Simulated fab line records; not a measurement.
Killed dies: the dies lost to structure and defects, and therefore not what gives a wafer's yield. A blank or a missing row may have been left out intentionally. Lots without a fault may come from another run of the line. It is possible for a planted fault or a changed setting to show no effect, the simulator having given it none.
Matching of chambers | flow sky130 | 4 sister chambers for SKY_LI_CONTACT_ETCH_15 on rie_diel-01
The step etches PSG in C4F8/O2/Ar, stops on Si, target depth 600 nm. 33 wafers are shown with their chamber, then 12 later ones without.

WAFERS WITH THEIR CHAMBER
wafer  | chamber | oes_product_au (a.u.)
L075.3 | 1       | 0.832
L075.5 | 3       | 0.840
L075.6 | 0       | 0.842
L076.1 | 0       | 0.834
L076.3 | 2       | 0.840
L076.4 | 1       | 0.831
L077.2 | 1       | 0.839
L077.4 | 2       | 0.834
L077.6 | 2       | 0.837
L080.3 | 0       | 0.835
L080.4 | 2       | 0.834
L080.6 | 2       | 0.831
L084.2 | 0       | 0.834
L084.3 | 3       | 0.839
L084.6 | 2       | 0.836
L088.1 | 1       | 0.839
L088.2 | 2       | 0.832
L088.3 | 0       | 0.836
L088.4 | 1       | 0.833
L088.5 | 2       | 0.834
L088.6 | 0       | 0.843
L089.4 | 3       | 0.830
L089.5 | 0       | 0.837
L089.6 | 3       | 0.838
L091.4 | 2       | 0.841
L091.5 | 2       | 0.838
L091.6 | 3       | 0.834
L092.1 | 1       | 0.827
L092.2 | 3       | 0.827
L092.3 | 0       | 0.835
L092.4 | 2       | 0.836
L092.5 | 1       | 0.840
L092.6 | 2       | 0.830

SIGNATURES, as means of the wafers listed above
reading        | chamber 0 | chamber 1 | chamber 2 | chamber 3 | scatter within a chamber
oes_product_au | 0.83700   | 0.83443   | 0.83525   | 0.83467   | 0.00417
Rule: distance of a wafer from a chamber = root of the sum over the readings of ((wafer's reading minus chamber's mean) / reading's scatter) squared. The wafer belongs to the nearest chamber; if the next one is less than 2 further off, it can't be placed. The scatter: the root of (the sum of the squares of (reading less its chamber's mean) over the shown wafers, divided by (wafers less chambers)).

WAFERS MISSING THEIR CHAMBER
wafer  | oes_product_au (a.u.)
L094.2 | 0.835
L094.3 | 0.835
L094.4 | 0.840
L095.1 | 0.832
L095.2 | 0.834
L095.5 | 0.839
L096.1 | 0.840
L096.2 | 0.834
L096.4 | 0.835
L097.3 | 0.845
L097.4 | 0.838
L097.5 | 0.834

THE CHAMBER EACH PASSED THROUGH
wafer  | from the rows above               | in truth
L094.2 | can't be placed: 2 or 3 or 1 or 0 | 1
L094.3 | can't be placed: 2 or 3 or 1 or 0 | 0
L094.4 | can't be placed: 0 or 2 or 3 or 1 | 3
L095.1 | can't be placed: 1 or 3 or 2 or 0 | 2
L095.2 | can't be placed: 1 or 3 or 2 or 0 | 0
L095.5 | can't be placed: 0 or 2 or 3 or 1 | 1
L096.1 | can't be placed: 0 or 2 or 3 or 1 | 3
L096.2 | can't be placed: 1 or 3 or 2 or 0 | 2
L096.4 | can't be placed: 2 or 3 or 1 or 0 | 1
L097.3 | can't be placed: 0 or 2 or 3 or 1 | 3
L097.4 | can't be placed: 0 or 2 or 3 or 1 | 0
L097.5 | can't be placed: 1 or 3 or 2 or 0 | 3
Correct placement for 0 of the 12. Cannot be placed on the basis of these rows: 12; the candidates contain the true chamber in 12. 0 placed wrongly.
